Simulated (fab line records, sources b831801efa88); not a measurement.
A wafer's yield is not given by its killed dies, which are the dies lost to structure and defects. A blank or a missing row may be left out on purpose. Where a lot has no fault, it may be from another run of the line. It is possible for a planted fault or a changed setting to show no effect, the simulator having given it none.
fab line records	flow sky130
record: lots: 24	wafers: 72	lastDay: 52
route steps=708 shown PWDE@55 VT_ADJUST_HVTP@95 LDD_LDN@296 RES_XHIGH@340 LI_CONTACT@382
lots that met no fault: taken from a fault-free run of the same line
startH: the number of hours between the record's first day and the start of the first shown wafer of the lot	waitH: hours from the lot's prior step to this one	" same as the row above	L1.1+2: several wafers, shown together as one row	- no value present, or no start provided	* or withheld: withheld	< > ~ a bound
route shown NAME@n: a module of which the file shows steps, and the number in the route of the first	usual: average and standard deviation across the fault-free wafers	same: alike in all rows	chamber/n: place in a boat	sites: per-site readings	_std_site: the standard deviation of these	_edge_site: inner sites' mean taken away from outer sites' mean	radiusMm: how far each site lies from the wafer's centre	mask NAME#n: copy n	behind: tool/chamber where the wafer was last shaped	hold: cause of the lot's hold/its duration in hours/its outcome	device: the n, p or np transistor that did not switch	end of line: tests of these same wafers at the route's end	for a step that has no rows: nothing shown but its recipe	killed: dies that structure and defects cost at the first sort, which is not the same as the wafer's yield	map: per-die view of a wafer (x killed, . not killed, _ where there is no die)
set.NAME: the setting the step ran with; set.NAME@STEP: the setting that earlier step ran with	model.NAME: the simulator's own value behind a step, which no gauge read
steps of the route over a sample of lots; a table a step, a row a wafer
services: from which hour (startH, from the record's first day; less than 0 if before it) a tool's chamber was out of use, for how many hours, and why
== steps ==
step: SKY_PWDE_TW_MEAS_10
usual: PWDE_TW: 370.7/2.7
lot.wafer	tool	chamber	startH	waitH	PWDE_TW
L074.1	filmMetro-03	-	65.43	0.1	368.1
L074.4	"	-	"	"	368.4
L074.5	"	-	"	"	368.9
L075.2	filmMetro-03	-	71.59	0.1	367.2
L075.3	"	-	"	"	367.3
L075.4	"	-	"	"	366.5
L076.4	filmMetro-04	-	77.86	0.1	368.8
L076.5	"	-	"	"	370.9
L076.6	"	-	"	"	370.1
L077.3	filmMetro-01	-	83.66	0.1	372.9
L077.4	"	-	"	"	373.7
L077.6	"	-	"	"	374.9
L078.4	filmMetro-03	-	89.12	0.1	367.3
L078.5	"	-	"	"	370.4
L078.6	"	-	"	"	371.6
L079.1	filmMetro-03	-	93.88	0.1	367.2
L079.3	"	-	"	"	368.4
L079.4	"	-	"	"	367.6
L080.1	filmMetro-03	-	101.98	0.1	366.6
L080.2	"	-	"	"	366.9
L080.5	"	-	"	"	369.0
L081.1	filmMetro-03	-	107.59	0.1	365.1
L081.2	"	-	"	"	368.2
L081.6	"	-	"	"	369.4
L082.1	filmMetro-01	-	110.48	0.1	371.8
L082.2	"	-	"	"	371.5
L082.5	"	-	"	"	371.8
L083.1	filmMetro-04	-	117.53	0.1	370.8
L083.5	"	-	"	"	371.0
L083.6	"	-	"	"	372.2
L084.1	filmMetro-03	-	124.98	0.1	368.2
L084.3	"	-	"	"	368.7
L084.5	"	-	"	"	369.4
L085.1	filmMetro-04	-	129.48	0.1	371.6
L085.3	"	-	"	"	371.3
L085.4	"	-	"	"	371.6
L086.2	filmMetro-04	-	134.75	0.1	371.4
L086.3	"	-	"	"	371.7
L086.4	"	-	"	"	370.3
L087.4	filmMetro-03	-	141.72	0.1	367.0
L087.5	"	-	"	"	369.6
L087.6	"	-	"	"	367.0
L088.1	filmMetro-01	-	147.29	0.1	374.0
L088.2	"	-	"	"	373.7
L088.5	"	-	"	"	373.5
L089.1	filmMetro-03	-	149.84	0.1	370.4
L089.4	"	-	"	"	369.2
L089.6	"	-	"	"	369.4
L090.1	filmMetro-03	-	159.23	0.1	369.9
L090.2	"	-	"	"	371.4
L090.6	"	-	"	"	372.2
L091.1	filmMetro-03	-	167.19	0.1	368.9
L091.2	"	-	"	"	370.3
L091.5	"	-	"	"	368.2
L092.2	filmMetro-04	-	174.60	0.1	370.7
L092.4	"	-	"	"	374.9
L092.5	"	-	"	"	370.9
L093.1	filmMetro-01	-	176.53	0.1	371.9
L093.2	"	-	"	"	372.8
L093.5	"	-	"	"	373.2
L094.1	filmMetro-01	-	183.04	0.1	372.4
L094.4	"	-	"	"	373.4
L094.5	"	-	"	"	373.2
L095.2	filmMetro-01	-	192.10	0.1	373.6
L095.3	"	-	"	"	375.2
L095.6	"	-	"	"	376.9
L096.2	filmMetro-01	-	192.45	0.1	375.3
L096.3	"	-	"	"	376.5
L096.6	"	-	"	"	374.8
L097.1	filmMetro-04	-	200.78	0.1	371.1
L097.3	"	-	"	"	373.2
L097.6	"	-	"	"	371.9
step: SKY_VT_ADJUST_HVTP_STRIP_10
recipe: chemistry: O2/N2	powerW: 1400	pressureMtorr: 1500	platenTempC: withheld	o2FlowSccm: 3000	n2FlowSccm: 300	overashFraction: 0.5
usual: drypumpMotorCurrentA: 5.8/0.57	oesProductAu: 0.715/0.004	stripTimeToEndpointS: 14.18/0.035
lot.wafer	tool	chamber	startH	waitH	drypumpMotorCurrentA	oesProductAu	rfHoursCounterH	stripTimeToEndpointS
L074.1	plasmaAsher-03	1	119.90	0.1	6.7	0.720	40	14.18
L074.4	"	1	"	"	6.7	0.713	-	14.21
L074.5	"	1	"	"	6.7	0.715	-	14.12
L075.2	plasmaAsher-02	0	125.35	0.1	5.5	0.706	39	14.22
L075.3	"	1	"	"	6.0	0.720	-	14.18
L075.4	"	0	"	"	5.6	0.717	-	14.20
L076.4	plasmaAsher-03	0	131.78	0.1	5.0	0.722	-	14.26
L076.5	"	0	"	"	5.0	0.715	-	14.26
L076.6	"	1	"	"	6.7	0.721	-	14.24
L077.3	plasmaAsher-02	1	140.08	0.1	6.0	0.721	-	14.20
L077.4	"	0	"	"	5.5	0.715	-	14.19
L077.6	"	1	"	"	6.0	0.714	-	14.17
L078.4	plasmaAsher-04	0	144.63	0.1	6.0	0.707	-	14.11
L078.5	"	1	"	"	5.7	0.717	-	14.15
L078.6	"	0	"	"	6.0	0.717	-	14.14
L079.1	plasmaAsher-04	1	149.55	0.1	5.7	0.717	3	14.16
L079.3	"	1	"	"	5.7	0.708	-	14.21
L079.4	"	0	"	"	6.1	0.724	-	14.18
L080.1	plasmaAsher-03	0	160.05	0.1	5.0	0.722	44	14.16
L080.2	"	1	"	"	6.7	0.714	44	14.18
L080.5	"	1	"	"	6.7	0.717	-	14.18
L081.1	plasmaAsher-03	0	166.05	0.1	4.9	0.707	45	14.19
L081.2	"	1	"	"	6.7	0.713	45	14.20
L081.6	"	1	"	"	6.7	0.720	-	14.20
L082.1	plasmaAsher-02	0	169.60	0.1	5.6	0.718	43	14.12
L082.2	"	1	"	"	6.0	0.720	43	14.12
L082.5	"	1	"	"	6.0	0.717	-	14.15
L083.1	plasmaAsher-03	1	177.95	0.1	6.7	0.717	46	14.18
L083.5	"	0	"	"	5.0	0.716	-	14.10
L083.6	"	1	"	"	6.7	0.708	-	14.14
L084.1	plasmaAsher-03	1	188.10	0.1	6.7	0.710	47	14.11
L084.3	"	1	"	"	6.6	0.724	-	14.13
L084.5	"	0	"	"	5.0	0.714	-	14.16
L085.1	plasmaAsher-04	1	192.10	0.1	5.7	0.715	7	14.18
L085.3	"	1	"	"	5.7	0.715	-	14.20
L085.4	"	0	"	"	6.1	0.716	-	14.15
L086.2	plasmaAsher-04	1	198.10	0.1	5.7	0.713	8	14.18
L086.3	"	1	"	"	5.7	0.714	-	14.16
L086.4	"	0	"	"	6.0	0.717	-	14.19
L087.4	plasmaAsher-03	0	206.56	0.1	5.0	0.712	-	14.20
L087.5	"	1	"	"	6.6	0.716	-	14.22
L087.6	"	0	"	"	5.0	0.714	-	14.18
L088.1	plasmaAsher-03	0	213.80	0.1	5.0	0.711	51	14.18
L088.2	"	1	"	"	6.7	0.715	51	14.18
L088.5	"	1	"	"	6.7	0.712	-	14.11
L089.1	plasmaAsher-03	0	217.35	0.1	5.0	0.716	51	14.23
L089.4	"	1	"	"	6.7	0.716	-	14.22
L089.6	"	0	"	"	5.0	0.715	-	14.20
L090.1	plasmaAsher-02	0	229.40	0.1	5.5	0.715	43	14.17
L090.2	"	1	"	"	6.0	0.711	43	14.19
L090.6	"	1	"	"	6.0	0.719	-	14.15
L091.1	plasmaAsher-03	0	237.05	0.1	5.0	0.714	53	14.19
L091.2	"	1	"	"	6.7	0.715	53	14.21
L091.5	"	1	"	"	6.7	0.715	-	14.19
L092.2	plasmaAsher-02	0	243.80	0.1	5.6	0.713	45	14.17
L092.4	"	1	"	"	6.0	0.708	-	14.20
L092.5	"	1	"	"	6.0	0.713	-	14.23
L093.1	plasmaAsher-02	0	246.60	0.1	5.6	0.716	45	14.18
L093.2	"	1	"	"	6.0	0.715	45	14.15
L093.5	"	1	"	"	6.0	0.715	-	14.17
L094.1	plasmaAsher-04	1	256.30	0.1	5.7	0.721	14	14.14
L094.4	"	1	"	"	5.7	0.711	-	14.17
L094.5	"	1	"	"	5.7	0.715	-	14.19
L095.2	plasmaAsher-02	0	265.20	0.1	5.6	0.715	48	14.25
L095.3	"	1	"	"	6.0	0.720	-	14.24
L095.6	"	0	"	"	5.6	0.714	-	14.23
L096.2	plasmaAsher-02	1	266.65	0.1	6.0	0.714	48	14.25
L096.3	"	1	"	"	6.0	0.717	-	14.19
L096.6	"	0	"	"	5.6	0.714	-	14.21
L097.1	plasmaAsher-04	0	276.20	0.1	6.1	0.715	16	14.21
L097.3	"	1	"	"	5.7	0.723	-	14.20
L097.6	"	0	"	"	6.1	0.718	-	14.22
step: SKY_LDD_LDN_OVL_MEAS_07
usual: LDD_LDN_OVL: 0.7/1.3
lot.wafer	tool	chamber	startH	waitH	LDD_LDN_OVL[nm]
L074.1	overlay-02	-	540.24	0.1	-0.5
L074.4	"	-	"	"	0.1
L074.5	"	-	"	"	-0.1
L075.2	overlay-01	-	546.75	0.1	1.4
L075.3	"	-	"	"	2.3
L075.4	"	-	"	"	2.1
L076.4	overlay-01	-	560.92	0.1	0.6
L076.5	"	-	"	"	0.9
L076.6	"	-	"	"	0.4
L077.3	overlay-02	-	580.70	0.1	2.6
L077.4	"	-	"	"	-0.3
L077.6	"	-	"	"	2.5
L078.4	overlay-01	-	590.56	0.1	-0.5
L078.5	"	-	"	"	-0.8
L078.6	"	-	"	"	-0.1
L079.1	overlay-01	-	593.65	0.1	0.1
L079.3	"	-	"	"	-2.1
L079.4	"	-	"	"	-2.4
L080.1	overlay-01	-	604.84	0.1	2.1
L080.2	"	-	"	"	2.0
L080.5	"	-	"	"	1.7
L081.1	overlay-02	-	611.40	0.1	0.3
L081.2	"	-	"	"	-0.4
L081.6	"	-	"	"	-1.0
L082.1	overlay-02	-	619.15	0.1	1.3
L082.2	"	-	"	"	2.4
L082.5	"	-	"	"	-0.7
L083.1	overlay-01	-	627.35	0.1	1.1
L083.5	"	-	"	"	1.7
L083.6	"	-	"	"	1.0
L084.1	overlay-02	-	640.24	0.1	-0.3
L084.3	"	-	"	"	-0.9
L084.5	"	-	"	"	2.9
L085.1	overlay-01	-	646.04	0.1	1.9
L085.3	"	-	"	"	0.9
L085.4	"	-	"	"	-1.1
L086.2	overlay-02	-	651.85	0.1	0.5
L086.3	"	-	"	"	2.4
L086.4	"	-	"	"	1.3
L087.4	overlay-02	-	661.76	0.1	-0.2
L087.5	"	-	"	"	-1.9
L087.6	"	-	"	"	-0.8
L088.1	overlay-01	-	669.84	0.1	0.0
L088.2	"	-	"	"	1.6
L088.5	"	-	"	"	0.8
L089.1	overlay-01	-	675.59	0.1	1.6
L089.4	"	-	"	"	1.2
L089.6	"	-	"	"	0.5
L090.1	overlay-02	-	688.69	0.1	1.8
L090.2	"	-	"	"	1.5
L090.6	"	-	"	"	0.8
L091.1	overlay-01	-	703.14	0.1	-0.8
L091.2	"	-	"	"	1.3
L091.5	"	-	"	"	1.9
L093.1	overlay-01	-	711.64	0.1	3.3
L093.2	"	-	"	"	1.9
L093.5	"	-	"	"	2.1
L092.2	overlay-02	-	712.75	0.1	2.5
L092.4	"	-	"	"	1.4
L092.5	"	-	"	"	2.7
L094.1	overlay-01	-	718.40	0.1	-0.2
L094.4	"	-	"	"	0.3
L094.5	"	-	"	"	0.0
L095.2	overlay-02	-	728.95	0.1	-0.6
L095.3	"	-	"	"	-0.7
L095.6	"	-	"	"	0.3
L096.2	overlay-01	-	732.36	0.1	1.9
L096.3	"	-	"	"	1.5
L096.6	"	-	"	"	-2.8
L097.1	overlay-01	-	741.45	0.1	3.4
L097.3	"	-	"	"	3.8
L097.6	"	-	"	"	0.7
step: SKY_RES_XHIGH_STRIP_08
recipe: chemistry: O2/N2	powerW: 1400	pressureMtorr: 1500	platenTempC: withheld	o2FlowSccm: 3000	n2FlowSccm: 300	overashFraction: 0.5
usual: drypumpMotorCurrentA: 5.8/0.52	oesProductAu: 0.710/0.0044	stripTimeToEndpointS: 14.29/0.045
lot.wafer	tool	chamber	startH	waitH	drypumpMotorCurrentA	oesProductAu	rfHoursCounterH	stripTimeToEndpointS
L074.1	plasmaAsher-02	1	637.65	0.1	6.0	0.709	86	14.29
L074.4	"	1	"	"	6.0	0.716	-	14.24
L074.5	"	0	"	"	5.6	0.712	-	14.28
L075.2	plasmaAsher-02	1	642.70	0.1	6.0	0.717	86	14.30
L075.3	"	1	"	"	6.0	0.712	-	14.32
L075.4	"	0	"	"	5.6	0.714	-	14.33
L076.4	plasmaAsher-03	0	657.38	0.1	5.0	0.714	-	14.19
L076.5	"	1	"	"	6.7	0.712	-	14.21
L076.6	"	0	"	"	5.0	0.713	-	14.20
L077.3	plasmaAsher-04	1	673.53	0.1	5.7	0.711	-	14.24
L077.4	"	0	"	"	6.1	0.711	-	14.27
L077.6	"	0	"	"	6.0	0.714	-	14.31
L078.4	plasmaAsher-02	1	682.08	0.1	6.0	0.711	-	14.30
L078.5	"	0	"	"	5.6	0.715	-	14.31
L078.6	"	1	"	"	6.0	0.706	-	14.29
L079.1	plasmaAsher-04	0	686.09	0.1	6.1	0.713	58	14.29
L079.3	"	1	"	"	5.7	0.708	-	14.31
L079.4	"	0	"	"	6.1	0.712	-	14.28
L080.1	plasmaAsher-03	0	693.55	0.1	5.0	0.708	25	14.21
L080.2	"	1	"	"	6.7	0.707	25	14.30
L080.5	"	1	"	"	6.7	0.707	-	14.24
L081.1	plasmaAsher-04	0	701.55	0.1	6.0	0.719	59	14.19
L081.2	"	1	"	"	5.7	0.704	59	14.26
L081.6	"	0	"	"	6.0	0.705	-	14.24
L082.1	plasmaAsher-02	0	707.84	0.1	5.6	0.709	93	14.27
L082.2	"	1	"	"	6.0	0.716	93	14.30
L082.5	"	1	"	"	6.0	0.712	-	14.28
L083.1	plasmaAsher-02	0	717.14	0.1	5.5	0.713	94	14.25
L083.5	"	1	"	"	6.0	0.704	-	14.23
L083.6	"	0	"	"	5.5	0.712	-	14.21
L084.1	plasmaAsher-03	0	726.94	0.1	5.0	0.699	28	14.37
L084.3	"	1	"	"	6.7	0.711	-	14.37
L084.5	"	1	"	"	6.6	0.709	-	14.37
L085.1	plasmaAsher-03	0	739.89	0.1	5.0	0.712	29	14.35
L085.3	"	0	"	"	5.0	0.706	-	14.33
L085.4	"	1	"	"	6.7	0.709	-	14.32
L086.2	plasmaAsher-03	0	742.34	0.1	5.0	0.704	30	14.28
L086.3	"	1	"	"	6.7	0.707	-	14.28
L086.4	"	0	"	"	5.0	0.707	-	14.32
L087.4	plasmaAsher-02	0	751.88	0.1	5.5	0.715	-	14.31
L087.5	"	0	"	"	5.5	0.708	-	14.29
L087.6	"	1	"	"	6.0	0.723	-	14.32
L088.1	plasmaAsher-02	1	758.54	0.1	6.0	0.711	2	14.30
L088.2	"	0	"	"	5.5	0.706	2	14.30
L088.5	"	0	"	"	5.6	0.716	-	14.31
L089.1	plasmaAsher-02	1	763.70	0.1	6.0	0.712	3	14.39
L089.4	"	1	"	"	6.0	0.707	-	14.38
L089.6	"	1	"	"	6.0	0.714	-	14.38
L090.1	plasmaAsher-04	1	776.55	0.1	5.7	0.704	66	14.31
L090.2	"	0	"	"	6.1	0.714	66	14.23
L090.6	"	0	"	"	6.1	0.708	-	14.24
L091.1	plasmaAsher-03	1	791.09	0.1	6.7	0.716	34	14.29
L091.2	"	0	"	"	5.0	0.706	34	14.27
L091.5	"	0	"	"	4.9	0.708	-	14.31
L093.1	plasmaAsher-03	0	799.04	0.1	4.9	0.713	35	14.24
L093.2	"	1	"	"	6.7	0.706	35	14.26
L093.5	"	1	"	"	6.7	0.708	-	14.28
L092.2	plasmaAsher-04	0	801.79	0.1	6.1	0.711	69	14.35
L092.4	"	0	"	"	6.0	0.706	-	14.36
L092.5	"	1	"	"	5.7	0.704	-	14.34
L094.1	plasmaAsher-04	0	806.85	0.1	6.0	0.710	69	14.28
L094.4	"	1	"	"	5.7	0.702	-	14.29
L094.5	"	0	"	"	6.1	0.710	-	14.32
L095.2	plasmaAsher-04	1	817.29	0.1	5.7	0.700	70	14.29
L095.3	"	0	"	"	6.0	0.711	-	14.28
L095.6	"	1	"	"	5.7	0.710	-	14.32
L096.2	plasmaAsher-04	1	821.84	0.1	5.7	0.716	70	14.30
L096.3	"	1	"	"	5.7	0.718	-	14.33
L096.6	"	1	"	"	5.7	0.707	-	14.29
L097.1	plasmaAsher-03	0	829.39	0.1	5.0	0.714	38	14.33
L097.3	"	1	"	"	6.7	0.712	-	14.34
L097.6	"	0	"	"	5.0	0.714	-	14.31
step: SKY_LI_CONTACT_SPUTTER_20
recipe: material: TiN	targetThkNm: 20	chamberPressurePa: 5	powerW: 4000	timeS: 80
usual: throttleValvePct: 30.3/1
lot.wafer	tool	chamber	startH	waitH	throttleValvePct
L074.1	pvdSputter-03	-	696.90	0.0	30.2
L074.4	"	-	"	"	27.9
L074.5	"	-	"	"	30.8
L075.2	pvdSputter-02	-	701.75	0.0	31.1
L075.3	"	-	"	"	32.2
L075.4	"	-	"	"	30.7
L076.4	pvdSputter-02	-	717.24	0.0	29.3
L076.5	"	-	"	"	29.5
L076.6	"	-	"	"	31.0
L077.3	pvdSputter-02	-	733.50	0.0	30.7
L077.4	"	-	"	"	32.1
L077.6	"	-	"	"	31.0
L078.4	pvdSputter-03	-	741.50	0.0	30.9
L078.5	"	-	"	"	30.1
L078.6	"	-	"	"	30.7
L079.1	pvdSputter-01	-	745.75	0.0	29.6
L079.3	"	-	"	"	30.4
L079.4	"	-	"	"	30.2
L080.1	pvdSputter-02	-	753.45	0.0	29.3
L080.2	"	-	"	"	31.3
L080.5	"	-	"	"	31.2
L081.1	pvdSputter-02	-	761.00	0.0	32.3
L081.2	"	-	"	"	31.0
L081.6	"	-	"	"	32.2
L082.1	pvdSputter-01	-	767.71	0.0	30.5
L082.2	"	-	"	"	29.8
L082.5	"	-	"	"	29.8
L083.1	pvdSputter-01	-	777.41	0.0	29.7
L083.5	"	-	"	"	30.2
L083.6	"	-	"	"	30.0
L084.1	pvdSputter-01	-	786.05	0.0	29.6
L084.3	"	-	"	"	30.5
L084.5	"	-	"	"	29.4
L085.1	pvdSputter-02	-	799.55	0.0	29.3
L085.3	"	-	"	"	31.9
L085.4	"	-	"	"	31.0
L086.2	pvdSputter-01	-	801.00	0.0	30.4
L086.3	"	-	"	"	29.6
L086.4	"	-	"	"	30.3
L087.4	pvdSputter-01	-	811.71	0.0	29.9
L087.5	"	-	"	"	29.9
L087.6	"	-	"	"	30.2
L088.1	pvdSputter-03	-	817.42	0.0	30.8
L088.2	"	-	"	"	28.0
L088.5	"	-	"	"	30.8
L089.1	pvdSputter-03	-	823.30	0.0	30.9
L089.4	"	-	"	"	29.8
L089.6	"	-	"	"	30.8
L090.1	pvdSputter-02	-	835.26	0.0	30.9
L090.2	"	-	"	"	32.0
L090.6	"	-	"	"	32.2
L091.1	pvdSputter-02	-	849.65	0.0	32.3
L091.2	"	-	"	"	29.7
L091.5	"	-	"	"	32.4
L093.1	pvdSputter-03	-	859.57	0.0	29.9
L093.2	"	-	"	"	27.8
L093.5	"	-	"	"	30.0
L092.2	pvdSputter-01	-	860.72	0.0	30.1
L092.4	"	-	"	"	29.5
L092.5	"	-	"	"	29.9
L094.1	pvdSputter-03	-	866.95	0.0	30.5
L094.4	"	-	"	"	28.0
L094.5	"	-	"	"	27.7
L095.2	pvdSputter-01	-	876.65	0.0	29.4
L095.3	"	-	"	"	30.0
L095.6	"	-	"	"	30.5
L096.2	pvdSputter-03	-	882.20	0.0	27.8
L096.3	"	-	"	"	30.7
L096.6	"	-	"	"	30.9
L097.1	pvdSputter-02	-	889.32	0.0	32.3
L097.3	"	-	"	"	30.9
L097.6	"	-	"	"	32.4
step: SKY_LI_CONTACT_CMP_24
recipe: stopOn: PSG	tOverpolishS: 20	downForcePsi: 3.5	platenRpm: 60.38	targetThkNm: 0	padVelocityMS: 0.94248
usual: motorCurrentA: 10.6/0.98	overpolishRunS: 20.000/0.0088	timeToEndpointS: 95/4
lot.wafer	tool	chamber	startH	waitH	motorCurrentA	overpolishRunS	timeToEndpointS
L074.1	cmp-01	0	697.37	0.1	9.9	20.002	100
L074.4	"	1	"	"	11.4	20.015	96
L074.5	"	2	"	"	9.1	20.008	97
L075.2	cmp-01	0	702.12	0.0	10.0	20.006	102
L075.3	"	1	"	"	11.5	20.002	103
L075.4	"	2	"	"	9.3	19.997	98
L076.4	cmp-01	1	717.65	0.1	11.5	20.002	93
L076.5	"	0	"	"	9.5	20.004	97
L076.6	"	1	"	"	11.5	20.003	96
L077.4	cmp-02	1	733.91	0.1	10.4	20.012	96
L077.3	"	3	"	"	9.9	20.010	95
L077.6	"	1	"	"	10.2	19.993	93
L078.4	cmp-01	1	742.02	0.2	11.2	20.006	99
L078.5	"	2	"	"	9.4	20.001	93
L078.6	"	3	"	"	12.5	19.992	93
L079.4	cmp-02	0	746.21	0.1	10.1	20.009	101
L079.3	"	1	"	"	11.2	19.995	98
L079.1	"	2	"	"	10.3	20.019	97
L080.2	cmp-02	0	753.81	0.0	9.8	19.995	98
L080.1	"	3	"	"	10.2	19.998	94
L080.5	"	0	"	"	9.3	19.999	99
L081.1	cmp-01	1	761.41	0.1	11.5	20.001	90
L081.2	"	2	"	"	9.7	19.999	91
L081.6	"	1	"	"	11.3	19.994	94
L082.2	cmp-01	1	768.08	0.0	12.6	20.000	87
L082.1	"	0	"	"	10.0	19.996	91
L082.5	"	2	"	"	9.4	19.988	89
L083.1	cmp-02	3	779.33	1.6	10.1	20.008	99
L083.5	"	2	"	"	9.9	20.001	96
L083.6	"	3	"	"	10.1	19.996	97
L084.3	cmp-01	3	786.46	0.1	12.0	19.987	91
L084.1	"	0	"	"	9.7	20.007	94
L084.5	"	3	"	"	12.6	19.993	89
L085.1	cmp-01	3	799.91	0.1	12.3	19.993	90
L085.4	"	0	"	"	9.2	19.986	97
L085.3	"	2	"	"	9.5	19.993	91
L086.2	cmp-01	1	801.44	0.1	11.3	19.996	87
L086.4	"	2	"	"	9.1	20.007	86
L086.3	"	3	"	"	12.7	20.010	86
L087.4	cmp-01	2	812.08	0.0	9.5	19.995	92
L087.5	"	2	"	"	9.7	20.013	92
L087.6	"	3	"	"	12.6	19.999	94
L088.2	cmp-01	3	817.89	0.1	12.5	20.001	92
L088.1	"	0	"	"	9.7	19.996	97
L088.5	"	2	"	"	9.2	20.006	93
L089.1	cmp-01	1	823.66	0.1	11.9	20.016	95
L089.4	"	0	"	"	9.8	20.008	96
L089.6	"	2	"	"	10.2	19.997	91
L090.2	cmp-02	0	835.63	0.0	9.6	19.997	104
L090.1	"	2	"	"	10.1	20.024	98
L090.6	"	0	"	"	10.3	20.005	98
L091.1	cmp-02	2	850.06	0.1	10.1	20.000	92
L091.2	"	0	"	"	9.8	20.000	95
L091.5	"	2	"	"	10.0	19.986	91
L093.2	cmp-02	3	860.29	0.4	10.2	20.004	101
L093.1	"	1	"	"	11.0	20.003	95
L093.5	"	3	"	"	10.3	19.994	95
L092.2	cmp-02	2	861.14	0.1	10.8	19.995	97
L092.4	"	0	"	"	10.2	19.999	97
L092.5	"	2	"	"	10.3	19.999	93
L094.4	cmp-02	3	867.44	0.0	11.3	20.018	95
L094.1	"	2	"	"	10.0	20.008	97
L094.5	"	0	"	"	10.1	19.988	102
L095.2	cmp-02	2	877.21	0.1	10.2	20.001	98
L095.3	"	0	"	"	9.5	19.995	100
L095.6	"	2	"	"	10.4	19.993	95
L096.3	cmp-02	3	882.78	0.2	10.1	19.996	93
L096.2	"	0	"	"	10.2	20.010	104
L096.6	"	2	"	"	9.8	20.010	95
L097.3	cmp-02	1	889.69	0.0	11.1	20.001	98
L097.1	"	0	"	"	10.2	20.009	101
L097.6	"	2	"	"	9.5	19.985	98
== services ==
tool	chamber	startH	hours	kind
cmp-02	-	104.64	10.7	pm
plasmaAsher-04	-	108.83	9.0	pm
cmp-01	-	129.18	6.3	pm
cmp-02	-	136.71	6.6	repair
cmp-01	-	138.01	2.2	repair
plasmaAsher-03	-	150.83	0.7	repair
plasmaAsher-02	-	172.21	50.1	repair
plasmaAsher-04	-	176.03	4.8	repair
cmp-01	-	182.07	0.3	repair
plasmaAsher-02	-	200.51	1.4	repair
plasmaAsher-04	-	249.56	3.8	repair
plasmaAsher-03	-	254.60	2.8	pm
plasmaAsher-03	-	263.35	3.4	repair
plasmaAsher-02	-	273.47	9.9	repair
plasmaAsher-03	-	374.58	0.4	repair
plasmaAsher-03	-	421.30	9.0	pm
plasmaAsher-04	-	560.97	1.5	repair
plasmaAsher-02	-	577.84	0.8	repair
plasmaAsher-03	-	695.54	9.1	repair
plasmaAsher-02	-	733.75	9.0	pm
plasmaAsher-04	-	752.08	14.6	pm
plasmaAsher-03	-	761.30	3.1	repair
plasmaAsher-04	-	827.93	1.5	repair
plasmaAsher-04	-	848.35	1.7	repair
== key ==
fault none
